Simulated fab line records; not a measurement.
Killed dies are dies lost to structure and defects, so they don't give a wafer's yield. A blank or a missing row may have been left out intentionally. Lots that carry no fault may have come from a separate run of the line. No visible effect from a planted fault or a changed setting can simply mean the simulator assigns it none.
A struck lot beside a sound one | flow sky130 | 16 steps out of a route of 708
Sound: these wafers, L603.2, L603.5, L603.6. Struck: wafer L607.5 (left out: L607.1, L607.6 of the same lot, which were not struck); the cause appears at the end.
Per side, at each step with rows, come the tool, then ch with its chambers, and then its first start. Under that, the readings that differ: sound wafers | struck wafers | difference of the means | sigmas: that difference in standard deviations of wafers without a fault.
alike: readings whose means differ by less than 2 such deviations, and words and numbers that are the same on both sides. not compared: withheld readings, readings that some wafer has no value for, bounds like >300 that may hide the same value, and numbers for which the record gives no deviation and whose values overlap.
Wherever a step has rows on one side only, a row that says differs or no value, or a row with sigmas, the two part there. Numbers that have no deviation but don't overlap get no sigmas and don't part them. A reading that every wafer of one side lacks parts them only if that side has two wafers or more.

first, 2 steps without rows for these wafers: SKY_METAL4_PEB_11; SKY_METAL4_DEVELOP_12 (develop time 60 s).
SKY_METAL4_CD_MEAS_13: target cd 300 nm.
  sound on cd_sem-01 at day 43 13:19; struck on cd_sem-01 at day 45 00:36
  alike: cd_nm
SKY_METAL4_OVL_MEAS_14:
  sound on overlay-01 at day 43 13:25; struck on overlay-01 at day 45 00:43
  alike: METAL4_OVL
SKY_METAL4_DESCUM_15: chemistry O2, time 8 s.
  sound on rie_metal-02 ch 0,1, day 43 13:26; struck on rie_metal-04 ch 1, day 45 00:46
  reading                     | sound             | struck | difference | sigmas
  drypump_motor_current_A (A) | 6.0 6.0 5.3       | 4.8    | -1.0       | -2
  oes_product_au (a.u.)       | 0.999 1.011 1.009 | 0.986  | -0.020     | -2
  not compared: rf_hours_counter_h
SKY_METAL4_ETCH_16: etches BARC in N2/H2, stops on SiO2, time 88.2 s, target depth 60 nm.
  sound on rie_metal-02 ch 0,1, day 43 13:28; struck on rie_metal-04 ch 1, day 45 00:47
  reading                     | sound       | struck | difference | sigmas
  drypump_motor_current_A (A) | 6.0 6.0 5.3 | 4.7    | -1.1       | -3
  alike: oes_product_au, throttle_valve_pct
  not compared: rf_hours_counter_h
SKY_METAL4_ETCH_17: etches SiO2 in C4F8/O2/Ar, stops on TiN, time 3.9 s, target depth 15 nm.
  sound on rie_diel-01 ch 1,2, day 43 13:34; struck on rie_diel-04 ch 2, day 45 00:53
  alike: oes_product_au
  not compared: rf_hours_counter_h
SKY_METAL4_METAL_ETCH_18: etches the open film in Cl2/BCl3, stops on SiO2, target depth 845 nm, time 183.1 s.
  sound on rie_metal-04 ch 0,1, day 43 13:35; struck on rie_metal-02 ch 1, day 45 00:55
  reading               | sound             | struck | difference | sigmas
  oes_product_au (a.u.) | 0.872 0.872 0.866 | 0.852  | -0.018     | -3
  alike: drypump_motor_current_A, throttle_valve_pct
  not compared: rf_hours_counter_h
then, 4 steps without rows for these wafers: SKY_METAL4_STRIP_19 (strips in O2/N2); SKY_METAL4_STRIP_20 (strips in post etch residue remover, time 1200 s); SKY_METAL4_CLEAN_21 (cleans in IPA, time 180 s); SKY_METAL4_CLEAN_22 (cleans in O3/DIW).
SKY_VIA4_HDPCVD_00: deposits SiO2, target thk 1750 nm, time 291.7 s.
  sound on hdpcvd-01 ch 0,2, day 43 14:26; struck on hdpcvd-01 ch 0, day 45 01:41
  reading                                  | sound             | struck | difference | sigmas
  run_length_s (s)                         | 320.2 320.0 319.9 | 358.6  | +38.6      | +60
  model.SiO2_of_VIA4_HDPCVD_00.thk_nm (nm) | 1746 1722 1737    | 1954   | +219       |
SKY_VIA4_THK_MEAS_01:
  sound on film_metro-03 at day 43 14:37; struck on film_metro-02 at day 45 02:05
  reading              | sound          | struck | difference | sigmas
  VIA4_HDPCVD_THK (nm) | 1746 1722 1736 | 1954   | +219       | +11
  not compared: hold
SKY_VIA4_CMP_02: polishes SiO2.
  sound on cmp-01 ch 1,2,3, day 43 14:46; struck on cmp-01 ch 0, day 45 13:20
  reading                 | sound             | struck                    | difference                   | sigmas
  hold                    | - - -             | await_dispo/10.8h/release | no value on the sound wafers |
  head_pressure_psi (psi) | 3.997 4.010 4.001 | 3.983                     | -0.020                       | -3
  alike: motor_current_A
-- the record jumps here: 3 days lie between the struck wafers' starts before and after (it left off in module VIA4 and takes up again in module PAD_OPEN, whose first step shown is number 708 of the route) --
SKY_PAD_OPEN_PROBE_99:
  only the struck wafers here have rows in the record (prober-01, day 48 16:28); the sound ones have none

== WHERE THEY PART ==
First at SKY_METAL4_DESCUM_15; last, within this record, at SKY_PAD_OPEN_PROBE_99.

WHY: the cause the simulator had injected
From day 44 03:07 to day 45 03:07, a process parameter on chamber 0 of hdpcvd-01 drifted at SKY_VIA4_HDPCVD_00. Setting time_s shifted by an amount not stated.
